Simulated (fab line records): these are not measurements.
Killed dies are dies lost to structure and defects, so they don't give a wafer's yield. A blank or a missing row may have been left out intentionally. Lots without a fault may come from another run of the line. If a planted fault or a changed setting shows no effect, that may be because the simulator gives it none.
What tool caused it? / flow sfq line / Sampling: 14 lots, 42 wafers, 7 of 325 route steps

== WHAT THE GAUGES READ, wafer by wafer ==
SFQ_M1_OVL_MEAS_911.
lot=L455; measured=day 16 00:35; on=overlay-02; M1_OVL (nm)=1 -2 1
lot=L456; measured=day 16 05:19; on=overlay-01; M1_OVL (nm)=5 3 -2
lot=L458; measured=day 16 21:02; on=overlay-02; M1_OVL (nm)=2 6 2
lot=L459; measured=day 17 17:49; on=overlay-02; M1_OVL (nm)=0 3 4
lot=L460; measured=day 18 08:01; on=overlay-01; M1_OVL (nm)=-6 0 -2
lot=L461; measured=day 19 02:02; on=overlay-02; M1_OVL (nm)=0 0 -5
lot=L462; measured=day 19 08:01; on=overlay-01; M1_OVL (nm)=-1 0 -3
lot=L470; measured=day 27 21:56; on=overlay-01; M1_OVL (nm)=-5 -6 -5
lot=L471; measured=day 28 09:56; on=overlay-02; M1_OVL (nm)=3 -1 3
lot=L472; measured=day 28 15:56; on=overlay-01; M1_OVL (nm)=-4 -6 -3
lot=L473; measured=day 28 18:20; on=overlay-01; M1_OVL (nm)=-1 -3 -4
lot=L474; measured=day 29 01:32; on=overlay-01; M1_OVL (nm)=-2 1 -1
lot=L475; measured=day 29 09:56; on=overlay-02; M1_OVL (nm)=2 -4 2
lot=L478; measured=day 30 22:31; on=overlay-01; M1_OVL (nm)=2 -1 2

SFQ_I4_BOW_MEAS_927.
lot=L455; measured=day 39 18:11; on=film metro-03; I4_BOW (um)=21 11 17
lot=L456; measured=day 40 08:55; on=film metro-02; I4_BOW (um)=3 -6 -1
lot=L458; measured=day 44 18:52; on=film metro-02; I4_BOW (um)=19 17 24
lot=L459; measured=day 45 00:53; on=film metro-04; I4_BOW (um)=21 5 3 - - -
lot=L460; measured=day 45 03:51; on=film metro-04; I4_BOW (um)=4 14 14 - - -
lot=L461; measured=day 45 16:53; on=film metro-02; I4_BOW (um)=10 13 6
lot=L462; measured=day 46 22:21; on=film metro-03; I4_BOW (um)=-4 5 14
lot=L470; measured=day 52 21:18; on=film metro-04; I4_BOW (um)=4 10 12
lot=L471; measured=day 53 00:44; on=film metro-02; I4_BOW (um)=1 1 17
lot=L472; measured=day 53 03:46; on=film metro-02; I4_BOW (um)=6 10 1
lot=L473; measured=day 57 23:07; on=film metro-03; I4_BOW (um)=9 0 -6
lot=L474; measured=day 58 01:48; on=film metro-04; I4_BOW (um)=16 1 10
lot=L475; measured=day 58 17:06; on=film metro-03; I4_BOW (um)=15 19 3
lot=L478; measured=day 59 15:11; on=film metro-03; I4_BOW (um)=11 5 7

SFQ_R5_OVL_MEAS_935.
lot=L455; measured=day 55 10:15; on=overlay-02; R5_OVL (nm)=8 1 6
lot=L456; measured=day 55 15:03; on=overlay-02; R5_OVL (nm)=-4 -5 -6
lot=L458; measured=day 55 21:04; on=overlay-02; R5_OVL (nm)=5 -11 2
lot=L459; measured=day 56 04:29; on=overlay-01; R5_OVL (nm)=-3 -10 -1
lot=L460; measured=day 56 05:41; on=overlay-01; R5_OVL (nm)=1 5 -3
lot=L461; measured=day 56 06:53; on=overlay-01; R5_OVL (nm)=3 -2 -4
lot=L462; measured=day 56 09:52; on=overlay-02; R5_OVL (nm)=-15 -8 -6
lot=L470; measured=day 65 06:13; on=overlay-02; R5_OVL (nm)=1 4 1
lot=L471; measured=day 65 11:49; on=overlay-01; R5_OVL (nm)=-12 -16 -16
lot=L472; measured=day 65 14:37; on=overlay-02; R5_OVL (nm)=3 5 -2
lot=L473; measured=day 65 21:04; on=overlay-02; R5_OVL (nm)=-2 -3 -8
lot=L474; measured=day 65 23:38; on=overlay-01; R5_OVL (nm)=2 2 -1
lot=L475; measured=day 66 11:50; on=overlay-02; R5_OVL (nm)=-6 -11 -8
lot=L478; measured=day 68 05:16; on=overlay-02; R5_OVL (nm)=2 -4 -1

== WHICH TOOL RAN EACH LOT (tool, then ch and the chambers of the sampled wafers, then the start) ==
lot=L455; SFQ_TRILAYER_I1_DEP_PECVD_045=pecvd-01 ch 0,1, day 16 01:35; SFQ_TRILAYER_I4_CMP_CMP_100=cmp-01 ch 0,2, day 39 15:11; SFQ_TRILAYER_I4_METRO_MEASURE_101=film metro-03, day 39 18:18; SFQ_TRILAYER_I4_VIA_ETCH_VIA_ETCH_106=rie diel-01 ch 1,2,3, day 39 22:02
lot=L456; SFQ_TRILAYER_I1_DEP_PECVD_045=pecvd-01 ch 0,2, day 16 07:06; SFQ_TRILAYER_I4_CMP_CMP_100=cmp-02 ch 1,2,3, day 40 05:55; SFQ_TRILAYER_I4_METRO_MEASURE_101=film metro-02, day 40 09:02; SFQ_TRILAYER_I4_VIA_ETCH_VIA_ETCH_106=rie diel-02 ch 0,2,3, day 40 12:34
lot=L458; SFQ_TRILAYER_I1_DEP_PECVD_045=pecvd-01 ch 0,1,2, day 16 22:02; SFQ_TRILAYER_I4_CMP_CMP_100=cmp-01 ch 0,3, day 44 15:50; SFQ_TRILAYER_I4_METRO_MEASURE_101=film metro-02, day 44 19:21; SFQ_TRILAYER_I4_VIA_ETCH_VIA_ETCH_106=rie diel-02 ch 0,1,2, day 45 00:13
lot=L459; SFQ_TRILAYER_I1_DEP_PECVD_045=pecvd-02 ch 0,1,2, day 17 18:51; SFQ_TRILAYER_I4_CMP_CMP_100=cmp-01 ch 1,2, day 44 21:50; SFQ_TRILAYER_I4_METRO_MEASURE_101=film metro-04, day 45 09:05; SFQ_TRILAYER_I4_VIA_ETCH_VIA_ETCH_106=rie diel-03 ch 1,2,3, day 45 22:03
lot=L460; SFQ_TRILAYER_I1_DEP_PECVD_045=pecvd-01 ch 0,1, day 18 09:01; SFQ_TRILAYER_I4_CMP_CMP_100=cmp-01 ch 0,1,3, day 45 00:50; SFQ_TRILAYER_I4_METRO_MEASURE_101=film metro-04, day 45 08:21; SFQ_TRILAYER_I4_VIA_ETCH_VIA_ETCH_106=rie diel-03 ch 1,2,3, day 45 20:58
lot=L461; SFQ_TRILAYER_I1_DEP_PECVD_045=pecvd-02 ch 1,2, day 19 03:02; SFQ_TRILAYER_I4_CMP_CMP_100=cmp-02 ch 0,1,2, day 45 13:51; SFQ_TRILAYER_I4_METRO_MEASURE_101=film metro-02, day 45 17:22; SFQ_TRILAYER_I4_VIA_ETCH_VIA_ETCH_106=rie diel-02 ch 0,2, day 46 00:13
lot=L462; SFQ_TRILAYER_I1_DEP_PECVD_045=pecvd-02 ch 0,1, day 19 09:01; SFQ_TRILAYER_I4_CMP_CMP_100=cmp-02 ch 0,1,3, day 46 20:21; SFQ_TRILAYER_I4_METRO_MEASURE_101=film metro-03, day 46 22:28; SFQ_TRILAYER_I4_VIA_ETCH_VIA_ETCH_106=rie diel-03 ch 0,3, day 47 14:04
lot=L470; SFQ_TRILAYER_I1_DEP_PECVD_045=pecvd-03 ch 0,1,2, day 27 22:57; SFQ_TRILAYER_I4_CMP_CMP_100=cmp-01 ch 0,2,3, day 52 19:18; SFQ_TRILAYER_I4_METRO_MEASURE_101=film metro-04, day 52 21:25; SFQ_TRILAYER_I4_VIA_ETCH_VIA_ETCH_106=rie diel-01 ch 0,1, day 57 11:47
lot=L471; SFQ_TRILAYER_I1_DEP_PECVD_045=pecvd-02 ch 1,2, day 28 11:06; SFQ_TRILAYER_I4_CMP_CMP_100=cmp-02 ch 1,3, day 52 21:44; SFQ_TRILAYER_I4_METRO_MEASURE_101=film metro-02, day 53 00:52; SFQ_TRILAYER_I4_VIA_ETCH_VIA_ETCH_106=rie diel-01 ch 0,1,3, day 57 17:54
lot=L472; SFQ_TRILAYER_I1_DEP_PECVD_045=pecvd-03 ch 0,1, day 28 16:56; SFQ_TRILAYER_I4_CMP_CMP_100=cmp-02 ch 0,2, day 53 00:44; SFQ_TRILAYER_I4_METRO_MEASURE_101=film metro-02, day 53 04:04; SFQ_TRILAYER_I4_VIA_ETCH_VIA_ETCH_106=rie diel-03 ch 2,3, day 57 20:18
lot=L473; SFQ_TRILAYER_I1_DEP_PECVD_045=pecvd-01 ch 0,1,2, day 28 19:30; SFQ_TRILAYER_I4_CMP_CMP_100=cmp-02 ch 0,1,2, day 57 20:06; SFQ_TRILAYER_I4_METRO_MEASURE_101=film metro-03, day 57 23:25; SFQ_TRILAYER_I4_VIA_ETCH_VIA_ETCH_106=rie diel-02 ch 1,2,3, day 58 02:52
lot=L474; SFQ_TRILAYER_I1_DEP_PECVD_045=pecvd-02 ch 0,1,2, day 29 02:33; SFQ_TRILAYER_I4_CMP_CMP_100=cmp-01 ch 1,2,3, day 57 23:47; SFQ_TRILAYER_I4_METRO_MEASURE_101=film metro-04, day 58 02:06; SFQ_TRILAYER_I4_VIA_ETCH_VIA_ETCH_106=rie diel-03 ch 0,2, day 58 05:26
lot=L475; SFQ_TRILAYER_I1_DEP_PECVD_045=pecvd-03 ch 0,2, day 29 10:56; SFQ_TRILAYER_I4_CMP_CMP_100=cmp-02 ch 0,1,3, day 58 14:06; SFQ_TRILAYER_I4_METRO_MEASURE_101=film metro-03, day 58 17:13; SFQ_TRILAYER_I4_VIA_ETCH_VIA_ETCH_106=rie diel-03 ch 0,1,3, day 64 15:08
lot=L478; SFQ_TRILAYER_I1_DEP_PECVD_045=pecvd-02 ch 0,1,2, day 30 23:31; SFQ_TRILAYER_I4_CMP_CMP_100=cmp-02 ch 0,1,2, day 59 12:11; SFQ_TRILAYER_I4_METRO_MEASURE_101=film metro-03, day 59 15:19; SFQ_TRILAYER_I4_VIA_ETCH_VIA_ETCH_106=rie diel-02 ch 1,2,3, day 65 18:56
- SFQ_TRILAYER_I1_DEP_PECVD_045: deposits SiO2 from SiH4/N2O, time 111.11 s, target thk 500 nm.
- SFQ_TRILAYER_I4_CMP_CMP_100: polishes SiO2.
- SFQ_TRILAYER_I4_METRO_MEASURE_101
- SFQ_TRILAYER_I4_VIA_ETCH_VIA_ETCH_106: etches SiO2 in CHF3, stops on Nb, target depth 260 nm.

== WHAT THE TOOLS THEMSELVES READ (means of the sampled wafers that have a number; where no wafer has one, the mark that the record gives instead) ==
SFQ_TRILAYER_I1_DEP_PECVD_045.
lot=L455; tool=pecvd-01; heater power w (W)=84; showerhead vpp V (V)=840; throttle valve pct (%)=24.5
lot=L456; tool=pecvd-01; heater power w (W)=78; showerhead vpp V (V)=810; throttle valve pct (%)=23.5
lot=L458; tool=pecvd-01; heater power w (W)=79; showerhead vpp V (V)=831; throttle valve pct (%)=24.1
lot=L459; tool=pecvd-02; heater power w (W)=88; showerhead vpp V (V)=854; throttle valve pct (%)=24.9
lot=L460; tool=pecvd-01; heater power w (W)=89; showerhead vpp V (V)=844; throttle valve pct (%)=24.6
lot=L461; tool=pecvd-02; heater power w (W)=84; showerhead vpp V (V)=838; throttle valve pct (%)=24.4
lot=L462; tool=pecvd-02; heater power w (W)=91; showerhead vpp V (V)=859; throttle valve pct (%)=25.1
lot=L470; tool=pecvd-03; heater power w (W)=72; showerhead vpp V (V)=796; throttle valve pct (%)=25.5
lot=L471; tool=pecvd-02; heater power w (W)=79; showerhead vpp V (V)=827; throttle valve pct (%)=23.2
lot=L472; tool=pecvd-03; heater power w (W)=65; showerhead vpp V (V)=809; throttle valve pct (%)=24.3
lot=L473; tool=pecvd-01; heater power w (W)=83; showerhead vpp V (V)=827; throttle valve pct (%)=24.7
lot=L474; tool=pecvd-02; heater power w (W)=85; showerhead vpp V (V)=847; throttle valve pct (%)=23.0
lot=L475; tool=pecvd-03; heater power w (W)=66; showerhead vpp V (V)=818; throttle valve pct (%)=25.1
lot=L478; tool=pecvd-02; heater power w (W)=87; showerhead vpp V (V)=839; throttle valve pct (%)=23.2

SFQ_TRILAYER_I4_CMP_CMP_100.
lot=L455; tool=cmp-01; motor current A (A)=9.8; slurry filter dp kPa (kPa)=13.58; time to endpoint s (s)=208
lot=L456; tool=cmp-02; motor current A (A)=9.9; slurry filter dp kPa (kPa)=13.37; time to endpoint s (s)=215
lot=L458; tool=cmp-01; motor current A (A)=10.5; slurry filter dp kPa (kPa)=13.60; time to endpoint s (s)=207
lot=L459; tool=cmp-01; motor current A (A)=11.1; slurry filter dp kPa (kPa)=13.53; time to endpoint s (s)=214
lot=L460; tool=cmp-01; motor current A (A)=10.4; slurry filter dp kPa (kPa)=13.45; time to endpoint s (s)=213
lot=L461; tool=cmp-02; motor current A (A)=9.7; slurry filter dp kPa (kPa)=13.56; time to endpoint s (s)=214
lot=L462; tool=cmp-02; motor current A (A)=9.7; slurry filter dp kPa (kPa)=13.37; time to endpoint s (s)=223
lot=L470; tool=cmp-01; motor current A (A)=9.6; slurry filter dp kPa (kPa)=13.63; time to endpoint s (s)=222
lot=L471; tool=cmp-02; motor current A (A)=9.7; slurry filter dp kPa (kPa)=13.43; time to endpoint s (s)=226
lot=L472; tool=cmp-02; motor current A (A)=9.7; slurry filter dp kPa (kPa)=13.58; time to endpoint s (s)=206
lot=L473; tool=cmp-02; motor current A (A)=9.5; slurry filter dp kPa (kPa)=13.47; time to endpoint s (s)=201
lot=L474; tool=cmp-01; motor current A (A)=10.4; slurry filter dp kPa (kPa)=13.47; time to endpoint s (s)=203
lot=L475; tool=cmp-02; motor current A (A)=9.2; slurry filter dp kPa (kPa)=13.52; time to endpoint s (s)=219
lot=L478; tool=cmp-02; motor current A (A)=9.3; slurry filter dp kPa (kPa)=13.42; time to endpoint s (s)=210

SFQ_TRILAYER_I4_METRO_MEASURE_101.
lot=L455; tool=film metro-03; thk nm (nm)=197.4
lot=L456; tool=film metro-02; thk nm (nm)=200.5
lot=L458; tool=film metro-02; thk nm (nm)=200.2
lot=L459; tool=film metro-04; thk nm (nm)=190.8
lot=L460; tool=film metro-04; thk nm (nm)=185.0
lot=L461; tool=film metro-02; thk nm (nm)=198.9
lot=L462; tool=film metro-03; thk nm (nm)=200.6
lot=L470; tool=film metro-04; thk nm (nm)=199.2
lot=L471; tool=film metro-02; thk nm (nm)=200.1
lot=L472; tool=film metro-02; thk nm (nm)=198.3
lot=L473; tool=film metro-03; thk nm (nm)=199.1
lot=L474; tool=film metro-04; thk nm (nm)=198.5
lot=L475; tool=film metro-03; thk nm (nm)=200.7
lot=L478; tool=film metro-03; thk nm (nm)=200.2

SFQ_TRILAYER_I4_VIA_ETCH_VIA_ETCH_106.
lot=L455; tool=rie diel-01; chamber pressure mTorr (mTorr)=30.027; drypump motor current A (A)=5.6; oes product au (a.u.)=0.849
lot=L456; tool=rie diel-02; chamber pressure mTorr (mTorr)=29.975; drypump motor current A (A)=5.4; oes product au (a.u.)=0.852
lot=L458; tool=rie diel-02; chamber pressure mTorr (mTorr)=29.998; drypump motor current A (A)=5.3; oes product au (a.u.)=0.855
lot=L459; tool=rie diel-03; chamber pressure mTorr (mTorr)=29.980; drypump motor current A (A)=6.0; oes product au (a.u.)=0.835
lot=L460; tool=rie diel-03; chamber pressure mTorr (mTorr)=29.980; drypump motor current A (A)=6.0; oes product au (a.u.)=0.820
lot=L461; tool=rie diel-02; chamber pressure mTorr (mTorr)=30.019; drypump motor current A (A)=5.0; oes product au (a.u.)=0.853
lot=L462; tool=rie diel-03; chamber pressure mTorr (mTorr)=30.003; drypump motor current A (A)=5.9; oes product au (a.u.)=0.853
lot=L470; tool=rie diel-01; chamber pressure mTorr (mTorr)=30.007; drypump motor current A (A)=5.4; oes product au (a.u.)=0.853
lot=L471; tool=rie diel-01; chamber pressure mTorr (mTorr)=30.017; drypump motor current A (A)=5.7; oes product au (a.u.)=0.849
lot=L472; tool=rie diel-03; chamber pressure mTorr (mTorr)=30.006; drypump motor current A (A)=6.1; oes product au (a.u.)=0.844
lot=L473; tool=rie diel-02; chamber pressure mTorr (mTorr)=30.005; drypump motor current A (A)=5.7; oes product au (a.u.)=0.854
lot=L474; tool=rie diel-03; chamber pressure mTorr (mTorr)=29.975; drypump motor current A (A)=5.8; oes product au (a.u.)=0.853
lot=L475; tool=rie diel-03; chamber pressure mTorr (mTorr)=29.998; drypump motor current A (A)=5.7; oes product au (a.u.)=0.853
lot=L478; tool=rie diel-02; chamber pressure mTorr (mTorr)=29.970; drypump motor current A (A)=5.7; oes product au (a.u.)=0.851

== THE ANSWER, worked out from the rows above alone ==
Rule: what is usual is taken from the lots themselves. The widest of any qualifying gaps counts: lots, ordered by their means at a reading, are off when they make up no more than a third of the lots, leave a main group of 4 or more, and stand apart from it by 3 or more times the standard deviation of that group's means. A main group is skipped when, at the precision printed for the reading in the tables above, its means are all equal. Also off: a lot with no number at a reading for which 4 or more lots have one. Where the step has rows for the other lots, those lots are counted as sound. The gauges are gone through in route order, then the tools' own readings, and for those a lot's mean is taken as printed above. At the first step where some lot is off, the reading lying furthest off is the one used; lots without a number count as furthest.
Off: L459, L460 (SFQ_TRILAYER_I4_METRO_MEASURE_101, thk nm). The main group: mean 199.5 nm, standard deviation 1.
If a tool, at that step or one of the process steps before it, ran each lot that is off and ran no sound lot following the first of them, it fits. Of those tried, none fits.

== WHAT HAD BEEN PUT IN BY THE SIMULATOR ==
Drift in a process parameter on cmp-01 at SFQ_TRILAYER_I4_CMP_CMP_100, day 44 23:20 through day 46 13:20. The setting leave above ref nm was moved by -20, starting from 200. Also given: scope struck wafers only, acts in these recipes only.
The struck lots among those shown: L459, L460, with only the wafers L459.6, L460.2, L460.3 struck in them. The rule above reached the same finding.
